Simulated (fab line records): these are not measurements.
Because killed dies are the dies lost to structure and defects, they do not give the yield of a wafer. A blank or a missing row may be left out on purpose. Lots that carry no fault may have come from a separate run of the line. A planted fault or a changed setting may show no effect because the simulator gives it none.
A lot that was struck, set against a sound lot -- flow sky130 -- 17 steps out of a route of 708
Sound: the wafers L788.2, L788.3, L788.6. Struck: wafers L789.2, L789.3, L789.6. The cause comes at the end.
Each step with rows lists, per side, the tool, then ch with its chambers, then its first start. Under that, the readings that differ: sound wafers -- struck wafers -- difference of the means -- sigmas: that difference in standard deviations of wafers without a fault.
alike: a reading whose means differ by less than 2 such deviations, as well as words and numbers matching on both sides. not compared: withheld readings; readings where some wafer has no value; bounds like >300 that might hide an equal value; numbers whose values overlap and for which the record gives no deviation.
The two part at a step that has a row with sigmas, a row that says differs or no value, or rows on one side only. When numbers do not overlap yet have no deviation, they are printed without sigmas and do not part them. Lack of a reading on every wafer of one side parts them only where that side has two or more wafers.

first, 1 step without rows for these wafers: SKY_VT_ADJUST_LVTN_IMPLANT_19.
SKY_VT_ADJUST_LVTN_STRIP_20: strips in O2/N2.
  sound on plasmaAsher-01 ch 0,1, day 9 22:32; struck on plasmaAsher-04 ch 0,1, day 10 04:12
  alike: drypumpMotorCurrentA, oesProductAu, stripTimeToEndpointS
  not compared: rfHoursCounterH
SKY_VT_ADJUST_LVTN_TW_MEAS_21:
  sound on filmMetro-04 at day 9 22:39; struck on filmMetro-02 at day 10 04:19
  alike: VT_ADJUST_LVTN_2_TW
then, 7 steps without rows for these wafers: SKY_VT_ADJUST_NCORE_DEHYDRATE_00 (time 60 s); SKY_VT_ADJUST_NCORE_HMDS_01 (prime time 60 s); SKY_VT_ADJUST_NCORE_COAT_02 (resist thk 1140 nm); SKY_VT_ADJUST_NCORE_SOFTBAKE_03 (time 60 s); SKY_VT_ADJUST_NCORE_EXPOSE_04 (exposes mask LVTN COMPLEMENT THIN, target cd 380 nm); SKY_VT_ADJUST_NCORE_PEB_05; SKY_VT_ADJUST_NCORE_DEVELOP_06 (develop time 60 s).
SKY_VT_ADJUST_NCORE_CD_MEAS_07: the cd target is 380 nm.
  sound on cdSem-01 at day 10 20:52; struck on cdSem-02 at day 11 03:10
  alike: cdNm
SKY_VT_ADJUST_NCORE_OVL_MEAS_08:
  sound on overlay-02 at day 10 20:58; struck on overlay-01 at day 11 03:17
  alike: VT_ADJUST_NCORE_OVL
SKY_VT_ADJUST_NCORE_IMPLANT_09:
  sound on implanter-04 ch 0, day 10 21:01; struck on implanter-02 ch 0, day 11 03:20
reading,sound,struck,difference,sigmas
doseIonsCm2,2.4001e+12 2.3983e+12 2.3985e+12,2.7773e+12 2.7745e+12 2.7751e+12,+3.7667e+11,+99 or more
faradayCurrentUA,13.51 13.49 13.12,15.58 15.02 15.55,+2.01,+7
SKY_VT_ADJUST_NCORE_STRIP_10: strips in O2/N2.
  sound on plasmaAsher-01 ch 0,1, day 10 21:09; struck on plasmaAsher-03 ch 0,1, day 11 03:28
reading,sound,struck,difference,sigmas
stripTimeToEndpointS (s),14.19 14.15 14.18,14.11 14.08 14.10,-0.08,-2
  alike: drypumpMotorCurrentA, oesProductAu
  not compared: rfHoursCounterH
SKY_VT_ADJUST_NCORE_TW_MEAS_11:
  sound on filmMetro-01 at day 10 21:16; struck on filmMetro-01 at day 11 03:34
reading,sound,struck,difference,sigmas
VT_ADJUST_NCORE_TW,213.2 213.7 213.2,222.5 224.2 223.1,+9.9,+4
then, 1 step without rows for these wafers: SKY_VT_ADJUST_HVTR_DEHYDRATE_00 (time 60 s).
-- a jump in the record: the struck wafers' starts before and after are 38 days apart (it breaks off in module VT_ADJUST_HVTR and resumes in module PAD_OPEN, where the first step shown is number 708 of the route) --
SKY_PAD_OPEN_PROBE_99:
  sound on prober-02 at day 49 17:45; struck on prober-01 at day 49 15:25
reading,sound,struck,difference,sigmas
killedAtFrontEnd,13 12 10,20 25 22,+11,+2
model.etest.nfet_16v.rOnOhmUm,1.4e+04 1.434e+04 1.417e+04,1.465e+04 1.479e+04 1.456e+04,+4.967e+02,
model.etest.pfetG5v0d10v5.rOnOhmUm,4894 4836 4801,4560 4526 4453,-331,
model.etest.resPwellUnderGate.rsOhmSq,2270 2284 2283,2244 2264 2244,-28,
model.etest.tip_p_5v.rsOhmSq,2852 2873 2894,2819 2816 2846,-46,
model.etest.tip_n_5v.rsOhmSq,1367 1378 1368,1419 1416 1420,+47,
model.etest.pfetG5v0d10v5.driveUaUm,337.1 332.1 340.3,358.9 364.2 365.4,+26.3,
  alike: killed_at_M0_to_M3, killed_at_M4_up, killedAtContacts, killedAtOther, killedDies, killedOpen, killedShort
  not compared: model.etest.nfetG5v0d10v5.rOnOhmUm, model.etest.nfetG5v0d10v5.driveUaUm

== WHERE THEY PART ==
At SKY_VT_ADJUST_NCORE_IMPLANT_09 first; at SKY_PAD_OPEN_PROBE_99 last (within this record only).

WHY: whatever the simulator had introduced
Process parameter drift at SKY_VT_ADJUST_NCORE_IMPLANT_09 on implanter-02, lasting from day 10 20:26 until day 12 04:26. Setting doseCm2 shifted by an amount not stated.
